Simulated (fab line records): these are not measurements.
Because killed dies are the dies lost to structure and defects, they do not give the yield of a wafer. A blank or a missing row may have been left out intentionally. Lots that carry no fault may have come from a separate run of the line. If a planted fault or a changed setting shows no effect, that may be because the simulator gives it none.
Problem report, 8D (eight disciplines) form, completed by code + flow gf180mcu + the parts of the form that need people (team, actions taken, sign-off) are left out

== 1. THE PROBLEM ==
Mean of runLengthS at GF_STI_WET_ETCH_28: 42.8 s across 6 wafers in 2 lots; on wafers with no fault it is 67.5 s (standard deviation 2.8). Measured from the usual mean, that is -8.8 standard deviations.
The step: etches SiO2 in dHF, target depth 20 nm, time 40 s.
Earliest sighting: wafer L909.3 on wetBench-01 at day 5 05:26. The record holds 18 wafers of 6 lots with a number at this step. Rule for "out" (also "out of limits"): further than 4 standard deviations from the usual mean. Any other wafer with a number is counted as sound.

== 2. WHAT IT IS, WHAT IT ISN'T ==
| question                    | is                     | is not                                                                   |
|-----------------------------|------------------------|--------------------------------------------------------------------------|
| which readings at this step | runLengthS             | -                                                                        |
| which lots                  | L909, L910             | L899, L908, L911, L918                                                   |
| which wafers of those lots  | all that have a number | -                                                                        |
| read on which tools         | wetBench-01            | wetBench-02, wetBench-03                                                 |
| when                        | from day 5 05:26       | up to then (6 sound wafers); but 6 sound wafers of L911, L918 came after |

== 3. SUSPECTS, AND WHAT RULES EACH OUT ==
Counting: any tool at a process step up to the reading is kept as a suspect provided that every lot that is out went through it and no sound lot did after the first of them.
- cmp-02 at GF_STI_CMP_25 (polishes, stops on Si3N4, t overpolish 33 s, target thk 524.6 nm): ruled out as a lasting fault. Sound lots L911 ran on it after its first lot that is out, L909 (day 5 04:34).
- wetBench-01 at GF_STI_WET_ETCH_28 (etches SiO2 in dHF, target depth 20 nm, time 40 s): kept. It processed each lot that is out, first L909 at day 5 05:26, and no sound lot thereafter; up to then, the last sound lot it processed was L908 at day 5 01:30. Its own readings are out on those wafers: runLengthS.
The count leaves wetBench-01 at GF_STI_WET_ETCH_28.

== 4. THE CAUSE (what the simulator had put in) ==
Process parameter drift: wetBench-01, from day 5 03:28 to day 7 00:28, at GF_STI_WET_ETCH_28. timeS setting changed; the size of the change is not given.
Counting left only this tool.

== 5. SEQUENCE OF EFFECTS, ordered by route ==
Each row: a reading where the mean over the struck wafers with a number is more than 3 standard deviations away from the usual. Scope: only readings with a usual standard deviation given in the record; hours: median across lots of the time from each lot's start at the first step in this table that gives one to its start at this step; sigmas: change in usual standard deviations.
| hours | step               | reading    | usual  | on struck wafers | change | sigmas |
|-------|--------------------|------------|--------|------------------|--------|--------|
| 0     | GF_STI_WET_ETCH_28 | runLengthS | 67.5 s | 42.8             | -24.7  | -8.8   |
Process steps it contains:
- GF_STI_WET_ETCH_28: etches SiO2 in dHF, target depth 20 nm, time 40 s.
Later measuring or inspecting steps at which every struck wafer that the step has a row for has a number for every such reading, and none has moved that far: GF_STI_THK_MEAS_30, GF_DNWELL_TW_MEAS_09, GF_NWELL_OVL_MEAS_07, GF_NWELL_TW_MEAS_11.

== 6. WHAT WOULD HAVE CAUGHT IT SOONER ==
The fault began at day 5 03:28; the first out-of-limits reading in this record came at day 5 05:26, 2 hours later.
